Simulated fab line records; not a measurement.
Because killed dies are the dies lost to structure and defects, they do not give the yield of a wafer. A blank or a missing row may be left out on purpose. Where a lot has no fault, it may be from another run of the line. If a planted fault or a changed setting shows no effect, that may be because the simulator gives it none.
Struck lot and sound lot, side by side    flow sky130    17 out of 708 route steps
Sound: wafers L542.3, L542.5, L542.6. Wafers L535.1, L535.2, L535.3 were the ones struck. The cause comes at the end.
Each step with rows lists, per side, the tool, then ch with its chambers, then its first start. Under that, the readings that differ: sound wafers    struck wafers    difference of the means    sigmas: that difference in standard deviations of wafers without a fault.
alike: readings whose means differ by less than 2 such deviations, and words and numbers that are the same on both sides. not compared: withheld readings, readings that some wafer has no value for, bounds like >300 that may hide the same value, and numbers for which the record gives no deviation and whose values overlap.
The two part at a step that has a row with sigmas, a row that says differs or no value, or rows on one side only. When numbers do not overlap yet have no deviation, they are printed without sigmas and do not part them. Lack of a reading on every wafer of one side parts them only where that side has two or more wafers.

first, 2 steps without rows for these wafers: SKY_LOCAL_INTERCONNECT_PEB_09; SKY_LOCAL_INTERCONNECT_DEVELOP_10 (develop time 60 s).
SKY_LOCAL_INTERCONNECT_CD_MEAS_11: the cd target is 170 nm.
  sound on cd-sem-02, day 36 13:44; struck on cd-sem-01, day 34 13:58
  alike: cd-nm
SKY_LOCAL_INTERCONNECT_OVL_MEAS_12:
  sound on overlay-02, day 36 13:49; struck on overlay-02, day 34 14:05
reading                      sound     struck  difference  sigmas
LOCAL_INTERCONNECT_OVL (nm)  -2 -9 -7  10 5 7  +13         +3
SKY_LOCAL_INTERCONNECT_ETCH_13: etches BARC in N2/H2, stops on SiO2, time 45.9 s, target depth 60 nm.
  sound on rie-metal-04 ch 0,1, day 36 13:52; struck on rie-metal-03 ch 0, day 34 14:08
  alike: drypump-motor-current-A, he-backside-leak-sccm, oes-product-au, throttle-valve-pct
  not compared: rf-hours-counter-h
SKY_LOCAL_INTERCONNECT_METAL_ETCH_14: etches TiN in Cl2/BCl3, stops on PSG, target depth 110 nm, time 31.4 s.
  sound on rie-metal-04 ch 0,1, day 36 13:55; struck on rie-metal-03 ch 0, day 34 14:15
  alike: drypump-motor-current-A, he-backside-leak-sccm, oes-product-au, throttle-valve-pct
  not compared: rf-hours-counter-h
SKY_LOCAL_INTERCONNECT_STRIP_15: strips in O2/N2.
  sound on plasma-asher-03 ch 0,1, day 36 13:59; struck on plasma-asher-03 ch 0,1, day 34 14:21
  alike: drypump-motor-current-A, oes-product-au, strip-time-to-endpoint-s
  not compared: rf-hours-counter-h
then, 3 steps without rows for these wafers: SKY_LOCAL_INTERCONNECT_STRIP_16 (strips in post etch residue remover, time 1200 s); SKY_LOCAL_INTERCONNECT_CLEAN_17 (cleans in IPA, time 180 s); SKY_LOCAL_INTERCONNECT_CLEAN_18 (cleans in O3/DIW).
SKY_CONTACT_CVD_00: deposits Si3N4, target thk 75 nm.
  sound on pecvd-04 ch 1,2, day 36 14:35; struck on pecvd-04 ch 0,1, day 34 14:59
  alike: heater-power-w
SKY_CONTACT_THK_MEAS_01:
  sound on film-metro-03, day 36 14:38; struck on film-metro-03, day 34 15:02
  alike: CONTACT_CVD_00_THK
SKY_CONTACT_HDPCVD_02: deposits SiO2, target thk 565 nm, time 94.2 s.
  sound on hdpcvd-02 ch 0,2, day 36 14:41; struck on hdpcvd-01 ch 0,1,2, day 34 15:06
reading                                      sound              struck             difference  sigmas
run-length-s (s)                             122.8 122.5 123.6  116.2 117.8 115.5  -6.5        -8
model.SiO2_of_CONTACT_HDPCVD_02.thk-nm (nm)  547.9 549.8 567.4  538.3 545.6 540.3  -13.6       
SKY_CONTACT_THK_MEAS_03:
  sound on film-metro-04, day 36 14:46; struck on film-metro-04, day 34 15:10
  alike: CONTACT_HDPCVD_THK
SKY_CONTACT_CMP_04: polishes SiO2.
  sound on cmp-01 ch 1,2, day 36 14:52; struck on cmp-02 ch 1,2,3, day 34 15:13
reading                 sound     struck    difference  sigmas
time-to-endpoint-s (s)  80 81 84  73 73 74  -8          -2
  alike: motor-current-A
SKY_CONTACT_BOW_MEAS_05:
  sound on film-metro-04, day 36 15:09; struck on film-metro-01, day 34 15:31
  alike: CONTACT_BOW
-- the record jumps here: 14 days lie between the struck wafers' starts before and after (it left off in module CONTACT and takes up again in module PAD_OPEN, whose first step shown is number 708 of the route) --
SKY_PAD_OPEN_PROBE_99:
  sound on prober-02, day 50 06:18; struck on prober-01, day 48 22:21
  alike: killed_at_M0_to_M3, killed_at_M4_up, killed-at-contacts, killed-at-front-end, killed-at-other, killed-dies, killed-open, killed-short

## WHERE THEY PART
First at SKY_LOCAL_INTERCONNECT_OVL_MEAS_12; last, within this record, at SKY_CONTACT_CMP_04. Later steps at which nothing parts them and some readings are alike: SKY_CONTACT_BOW_MEAS_05, SKY_PAD_OPEN_PROBE_99.

WHY: the cause the simulator had injected
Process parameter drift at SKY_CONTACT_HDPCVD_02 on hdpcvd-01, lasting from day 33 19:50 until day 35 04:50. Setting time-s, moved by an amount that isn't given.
